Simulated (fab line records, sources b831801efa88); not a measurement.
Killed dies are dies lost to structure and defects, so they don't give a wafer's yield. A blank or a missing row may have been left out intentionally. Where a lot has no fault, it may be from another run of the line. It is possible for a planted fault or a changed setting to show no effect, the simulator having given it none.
A single fault, viewed from 2 desks ; flow sky130 ; what lay behind the numbers comes last; until then each desk has only its own

== METROLOGY DESK ==
Lot by lot, what the gauges showed, no matter which tool ran the lot: averages of those sampled wafers that carry a number. If a lot's mean is further than 4 standard deviations from the usual mean, the lot is out of limits and carries the mark OUT (the distance appears in the brackets).
Columns: A = CAPM_CVD_00_THK at SKY_CAPM_THK_MEAS_01, usual 15.46 nm
lot;first seen here;A
L294;day 36 22:23;15.47
L293;day 37 07:23;15.78
L295;day 37 08:19;15.60
L296;day 37 16:45;15.54
L297;day 38 05:36;15.48
L299;day 39 02:11;15.56
L298;day 39 04:34;15.51
L303;day 39 21:33;15.09
L305;day 40 16:01;13.53 (-8.8) OUT
L309;day 42 00:52;15.10
L313;day 42 17:30;15.48
L314;day 42 23:58;15.34
L315;day 43 04:41;15.29
Per this desk, out of limits: L305; the first was L305, day 40 16:01 (CAPM_CVD_00_THK at SKY_CAPM_THK_MEAS_01). Within limits: L294, L293, L295, L296, L297, L299, L298, L303, L309, L313, L314, L315.

== FOR THE TOOL OWNER'S DESK: pecvd-02 ==
The tool's own readings at SKY_CAPM_CVD_00 (deposits SiO2, target thk 15.5 nm): means of the sampled wafers that have a number, for each lot that ran on this tool. If a lot's mean is further than 4 standard deviations from the usual mean, the lot is out of limits and carries the mark OUT (the distance appears in the brackets).
Columns: A = heater_power_w at SKY_CAPM_CVD_00, usual 737 W
lot;first seen here;A
L294;day 36 22:22;687
L295;day 37 08:17;652
L297;day 38 05:34;791
L298;day 39 04:32;657
L305;day 40 15:59;686
Result from this desk: across the 5 lots, nothing is out of limits.

== PUT TOGETHER ==
Metrology desk: alarm possible at day 40 16:01 on L305.
The tool owner's desk saw nothing out of limits.
The tool owner's desk has L305 on record, within its limits.
Every lot named ran SKY_CAPM_CVD_00 on pecvd-02.

== WHAT THE SIMULATOR PUT IN ==
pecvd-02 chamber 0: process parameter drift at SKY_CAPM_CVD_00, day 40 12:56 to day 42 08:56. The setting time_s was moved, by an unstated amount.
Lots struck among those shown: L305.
Per desk, hours elapsed from the start of the fault to the first reading out of limits: for the metrology desk, 3.
